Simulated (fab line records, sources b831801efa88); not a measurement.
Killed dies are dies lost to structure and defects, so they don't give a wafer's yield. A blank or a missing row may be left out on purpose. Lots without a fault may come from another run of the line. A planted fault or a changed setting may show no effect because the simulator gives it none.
A struck lot beside a sound one | flow sky130 | 43 steps out of a route of 708
Sound: wafers L147.1, L147.2, L147.6. Struck: wafers L162.1, L162.3, L162.5. The cause comes at the end.
At each step with rows: each side's tool, then ch and its chambers, then its first start. Under that, the readings that differ: sound wafers | struck wafers | difference of the means | sigmas: that difference in standard deviations of wafers without a fault.
alike: readings whose means differ by less than 2 such deviations, and words and numbers that are the same on both sides. not compared: withheld readings, readings that some wafer has no value for, bounds like >300 that may hide the same value, and numbers for which the record gives no deviation and whose values overlap.
The two part at a step that has a row with sigmas, a row that says differs or no value, or rows on one side only. Numbers that don't overlap but have no deviation are shown without sigmas and don't part them. A reading that every wafer of one side lacks parts them only if that side has two wafers or more.

first, 6 steps without rows for these wafers: SKY_LDD_N_HMDS_01 (prime time 60 s); SKY_LDD_N_COAT_02 (resist thk 300 nm); SKY_LDD_N_SOFTBAKE_03 (time 60 s); SKY_LDD_N_EXPOSE_04 (exposes mask NTM, target cd 840 nm); SKY_LDD_N_PEB_05; SKY_LDD_N_DEVELOP_06 (develop time 60 s).
SKY_LDD_N_OVL_MEAS_07:
  sound on overlay-02, day 19 12:09; struck on overlay-01, day 24 12:18
  alike: LDD_N_OVL
then, 5 steps without rows for these wafers: SKY_LDD_N_IMPLANT_08; SKY_LDD_N_IMPLANT_09; SKY_LDD_N_IMPLANT_10; SKY_LDD_N_IMPLANT_11; SKY_LDD_N_IMPLANT_12.
SKY_LDD_N_IMPLANT_13:
  sound on implanter-04 ch 0, day 19 12:56; struck on implanter-02 ch 0, day 24 13:05
  reading         | sound                | struck               | difference | sigmas
  beam_energy_keV | 49.942 49.976 49.956 | 49.988 50.012 50.003 | +0.043     | +3
then, 2 steps without rows for these wafers: SKY_LDD_N_IMPLANT_14; SKY_LDD_N_IMPLANT_15.
SKY_LDD_N_STRIP_16: strips in O2/N2.
  sound on plasma_asher-03 ch 0,1, day 19 13:23; struck on plasma_asher-03 ch 0,1, day 24 13:32
  alike: drypump_motor_current_A, o2_flow_sccm, oes_product_au, strip_time_to_endpoint_s
  not compared: rf_hours_counter_h
SKY_LDD_N_TW_MEAS_17:
  sound on film_metro-01, day 19 13:29; struck on film_metro-02, day 24 13:38
  alike: LDD_N_TW
then, 7 steps without rows for these wafers: SKY_LDD_P_DEHYDRATE_00 (time 60 s); SKY_LDD_P_HMDS_01 (prime time 60 s); SKY_LDD_P_COAT_02 (resist thk 1140 nm); SKY_LDD_P_SOFTBAKE_03 (time 60 s); SKY_LDD_P_EXPOSE_04 (exposes mask PSDM, target cd 380 nm); SKY_LDD_P_PEB_05; SKY_LDD_P_DEVELOP_06 (develop time 60 s).
SKY_LDD_P_CD_MEAS_07: target cd 380 nm.
  sound on cd_sem-02, day 20 20:14; struck on cd_sem-02, day 25 19:04
  alike: cd_nm
SKY_LDD_P_OVL_MEAS_08:
  sound on overlay-02, day 20 20:22; struck on overlay-01, day 25 19:11
  alike: LDD_P_OVL
then, 1 step without rows for these wafers: SKY_LDD_P_IMPLANT_09.
SKY_LDD_P_STRIP_10: strips in O2/N2.
  sound on plasma_asher-02 ch 0,1, day 20 20:33; struck on plasma_asher-03 ch 0,1, day 25 19:22
  alike: drypump_motor_current_A, o2_flow_sccm, oes_product_au, strip_time_to_endpoint_s
  not compared: rf_hours_counter_h
SKY_LDD_P_TW_MEAS_11:
  sound on film_metro-03, day 20 20:39; struck on film_metro-04, day 25 19:28
  alike: LDD_P_TW
then, 7 steps without rows for these wafers: SKY_LDD_HVN_DEHYDRATE_00 (time 60 s); SKY_LDD_HVN_HMDS_01 (prime time 60 s); SKY_LDD_HVN_COAT_02 (resist thk 300 nm); SKY_LDD_HVN_SOFTBAKE_03 (time 60 s); SKY_LDD_HVN_EXPOSE_04 (exposes mask HVNTM, target cd 700 nm); SKY_LDD_HVN_PEB_05; SKY_LDD_HVN_DEVELOP_06 (develop time 60 s).
SKY_LDD_HVN_OVL_MEAS_07:
  sound on overlay-02, day 22 02:46; struck on overlay-01, day 26 23:47
  alike: LDD_HVN_OVL
then, 1 step without rows for these wafers: SKY_LDD_HVN_IMPLANT_08.
SKY_LDD_HVN_STRIP_09: strips in O2/N2.
  sound on plasma_asher-04 ch 0,1, day 22 02:57; struck on plasma_asher-02 ch 0,1, day 26 23:59
  reading                      | sound             | struck            | difference | sigmas
  strip_time_to_endpoint_s (s) | 4.147 4.147 4.170 | 4.127 4.115 4.134 | -0.029     | -2
  alike: drypump_motor_current_A, o2_flow_sccm, oes_product_au
  not compared: rf_hours_counter_h
SKY_LDD_HVN_TW_MEAS_10:
  sound on film_metro-04, day 22 03:03; struck on film_metro-01, day 27 00:05
  reading    | sound          | struck         | difference | sigmas
  LDD_HVN_TW | 1470 1469 1471 | 1411 1405 1409 | -62        | -2
then, 2 steps without rows for these wafers: SKY_LDD_HVP_DEHYDRATE_00 (time 60 s); SKY_LDD_HVP_HMDS_01 (prime time 60 s).
-- the record jumps here: 23 days lie between the struck wafers' starts before and after (it left off in module LDD_HVP and takes up again in module PAD_OPEN, whose first step shown is number 708 of the route) --
SKY_PAD_OPEN_PROBE_99:
  sound on prober-02, day 47 02:42; struck on prober-02, day 50 05:56
  reading                                 | sound                     | struck                  | difference | sigmas
  model.etest.nfet_01v8.drive_ua_um_range | 9.23 6.461 7.686          | 9.948 11.17 16.05       | +4.597     |
  model.etest.nfet_01v8.vt_v_range        | 0.01091 0.007592 0.004905 | 0.01317 0.01495 0.01865 | +0.00779   |
  alike: killed_at_M0_to_M3, killed_at_M4_up, killed_at_contacts, killed_at_front_end, killed_at_other, killed_dies, killed_on_rim, killed_open, killed_short

WHERE THEY PART
First at SKY_LDD_N_IMPLANT_13; last, within this record, at SKY_LDD_HVN_TW_MEAS_10. Later steps at which nothing parts them and some readings are alike: SKY_PAD_OPEN_PROBE_99.

WHY: what the simulator had put in
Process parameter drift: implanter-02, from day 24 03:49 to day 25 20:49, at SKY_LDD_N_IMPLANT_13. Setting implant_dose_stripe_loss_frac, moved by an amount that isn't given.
